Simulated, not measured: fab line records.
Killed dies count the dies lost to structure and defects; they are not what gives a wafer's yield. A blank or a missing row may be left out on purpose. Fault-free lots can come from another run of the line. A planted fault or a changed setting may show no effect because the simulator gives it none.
Split-lot study / flow sky130 / 23 wafers read across 5 lots, on a route 708 steps long

== SPLIT DETAILS ==
At SKY_CONTACT_HDPCVD_02 (deposits SiO2, target thk 565 nm, time 94.2 s), the setting sih4-flow-sccm was moved away from the recipe's 60 sccm on 6 of the 23 wafers read, by -14.7% to +4.0%. For the rest of the wafers, this setting stayed at what the recipe calls for.

There is no step in the file separating the split from the reading.

== THE READING ==
CONTACT_HDPCVD_THK at SKY_CONTACT_THK_MEAS_03, in nm. On this fab line, fault-free wafers typically give 567 nm with a standard deviation of 6.7 nm.

wafer=L074.1; tool, chamber at the split=hdpcvd-01, 0; sih4-flow-sccm as run, sccm=51.71; against the recipe=-13.8%; CONTACT_HDPCVD_THK, nm=493; against lot-mates on the recipe=-73
wafer=L074.3; tool, chamber at the split=hdpcvd-01, 2; sih4-flow-sccm as run, sccm=60; against the recipe=recipe; CONTACT_HDPCVD_THK, nm=565; against lot-mates on the recipe=-
wafer=L074.4; tool, chamber at the split=hdpcvd-01, 1; sih4-flow-sccm as run, sccm=60; against the recipe=recipe; CONTACT_HDPCVD_THK, nm=570; against lot-mates on the recipe=-
wafer=L074.5; tool, chamber at the split=hdpcvd-01, 0; sih4-flow-sccm as run, sccm=60; against the recipe=recipe; CONTACT_HDPCVD_THK, nm=563; against lot-mates on the recipe=-
wafer=L074.6; tool, chamber at the split=hdpcvd-01, 2; sih4-flow-sccm as run, sccm=51.71; against the recipe=-13.8%; CONTACT_HDPCVD_THK, nm=495; against lot-mates on the recipe=-71
wafer=L079.1; tool, chamber at the split=hdpcvd-02, 0; sih4-flow-sccm as run, sccm=60; against the recipe=recipe; CONTACT_HDPCVD_THK, nm=568; against lot-mates on the recipe=-
wafer=L079.3; tool, chamber at the split=hdpcvd-02, 2; sih4-flow-sccm as run, sccm=60; against the recipe=recipe; CONTACT_HDPCVD_THK, nm=562; against lot-mates on the recipe=-
wafer=L079.4; tool, chamber at the split=hdpcvd-02, 1; sih4-flow-sccm as run, sccm=60; against the recipe=recipe; CONTACT_HDPCVD_THK, nm=569; against lot-mates on the recipe=-
wafer=L079.5; tool, chamber at the split=hdpcvd-02, 0; sih4-flow-sccm as run, sccm=60; against the recipe=recipe; CONTACT_HDPCVD_THK, nm=564; against lot-mates on the recipe=-
wafer=L079.6; tool, chamber at the split=hdpcvd-02, 2; sih4-flow-sccm as run, sccm=60; against the recipe=recipe; CONTACT_HDPCVD_THK, nm=558; against lot-mates on the recipe=-
wafer=L081.2; tool, chamber at the split=hdpcvd-02, 1; sih4-flow-sccm as run, sccm=60; against the recipe=recipe; CONTACT_HDPCVD_THK, nm=572; against lot-mates on the recipe=-
wafer=L081.3; tool, chamber at the split=hdpcvd-02, 2; sih4-flow-sccm as run, sccm=60; against the recipe=recipe; CONTACT_HDPCVD_THK, nm=562; against lot-mates on the recipe=-
wafer=L081.4; tool, chamber at the split=hdpcvd-02, 1; sih4-flow-sccm as run, sccm=51.17; against the recipe=-14.7%; CONTACT_HDPCVD_THK, nm=486; against lot-mates on the recipe=-82
wafer=L081.5; tool, chamber at the split=hdpcvd-02, 0; sih4-flow-sccm as run, sccm=51.17; against the recipe=-14.7%; CONTACT_HDPCVD_THK, nm=498; against lot-mates on the recipe=-70
wafer=L081.6; tool, chamber at the split=hdpcvd-02, 2; sih4-flow-sccm as run, sccm=60; against the recipe=recipe; CONTACT_HDPCVD_THK, nm=569; against lot-mates on the recipe=-
wafer=L084.1; tool, chamber at the split=hdpcvd-02, 1; sih4-flow-sccm as run, sccm=60; against the recipe=recipe; CONTACT_HDPCVD_THK, nm=571; against lot-mates on the recipe=-
wafer=L084.2; tool, chamber at the split=hdpcvd-02, 0; sih4-flow-sccm as run, sccm=62.39; against the recipe=+4.0%; CONTACT_HDPCVD_THK, nm=602; against lot-mates on the recipe=+28
wafer=L084.4; tool, chamber at the split=hdpcvd-02, 2; sih4-flow-sccm as run, sccm=62.39; against the recipe=+4.0%; CONTACT_HDPCVD_THK, nm=586; against lot-mates on the recipe=+12
wafer=L084.5; tool, chamber at the split=hdpcvd-02, 1; sih4-flow-sccm as run, sccm=60; against the recipe=recipe; CONTACT_HDPCVD_THK, nm=577; against lot-mates on the recipe=-
wafer=L084.6; tool, chamber at the split=hdpcvd-02, 0; sih4-flow-sccm as run, sccm=60; against the recipe=recipe; CONTACT_HDPCVD_THK, nm=575; against lot-mates on the recipe=-
wafer=L085.2; tool, chamber at the split=hdpcvd-02, 1; sih4-flow-sccm as run, sccm=60; against the recipe=recipe; CONTACT_HDPCVD_THK, nm=569; against lot-mates on the recipe=-
wafer=L085.3; tool, chamber at the split=hdpcvd-02, 0; sih4-flow-sccm as run, sccm=60; against the recipe=recipe; CONTACT_HDPCVD_THK, nm=574; against lot-mates on the recipe=-
wafer=L085.6; tool, chamber at the split=hdpcvd-02, 2; sih4-flow-sccm as run, sccm=60; against the recipe=recipe; CONTACT_HDPCVD_THK, nm=558; against lot-mates on the recipe=-

THE FIT
A straight line over all 23 wafers: CONTACT_HDPCVD_THK changes by +5.31 nm for each +1% of sih4-flow-sccm; r = +0.98; the points scatter about the line by 6.1 nm.
The same after taking each lot's own level away (the mean of its wafers on the recipe; 23 wafers): +5.16 nm for each +1%; r = +0.99; scatter 5 nm.
That fit puts the effect of the largest move of sih4-flow-sccm on the reading at 76 nm.
Measured against the standard deviation above, the lots' own levels, which go from 564.2 to 574.3 nm, span 1.5 times it.
The two slopes agree, so the slope changes little with the lot-to-lot level.
Check: -74.1 nm against its lot-mates is what the line predicts for one of the wafers moved furthest among these (-14.7%) when that wafer is left out of the fit. It came out at -81.7 nm against them.

== THESE WAFERS: OTHER SPLITS ==
Before the reading, these wafers also passed through other splits. Each is held against what the fit with the lots' levels taken away leaves over:
other split on the same wafers=SKY_SD_P_IMPLANT_09 energy-kev; wafers away from the commonest value=6; r with CONTACT_HDPCVD_THK (lot level and that fit taken away)=-0.18
other split on the same wafers=SKY_SD_N_IMPLANT_10 energy-kev; wafers away from the commonest value=5; r with CONTACT_HDPCVD_THK (lot level and that fit taken away)=-0.10
other split on the same wafers=SKY_LI_CONTACT_HDPCVD_00 time-s; wafers away from the commonest value=8; r with CONTACT_HDPCVD_THK (lot level and that fit taken away)=+0.19
other split on the same wafers=SKY_LI_CONTACT_ETCH_14 time-s; wafers away from the commonest value=8; r with CONTACT_HDPCVD_THK (lot level and that fit taken away)=-0.12
other split on the same wafers=SKY_LI_CONTACT_CMP_24 t-overpolish-s; wafers away from the commonest value=7; r with CONTACT_HDPCVD_THK (lot level and that fit taken away)=+0.17

== THE WHOLE CHAIN: every reading that the file lists as answering this split, in the file's order ==
step=SKY_CONTACT_HDPCVD_02; what it does=deposits SiO2, target thk 565 nm, time 94.2 s; reading=SiO2_of_CONTACT_HDPCVD_02.thk-nm (the simulator's own value, which no gauge read); change (the file's fit)=+5.17 nm for each +1% of the setting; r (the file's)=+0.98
step=SKY_CONTACT_THK_MEAS_03; what it does=; reading=CONTACT_HDPCVD_THK; change (the file's fit)=+5.17 for each +1% of the setting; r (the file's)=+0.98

== THE FILE'S OWN FIT ==
CONTACT_HDPCVD_THK changes by +5.17 nm for each +1% of sih4-flow-sccm, r = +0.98.
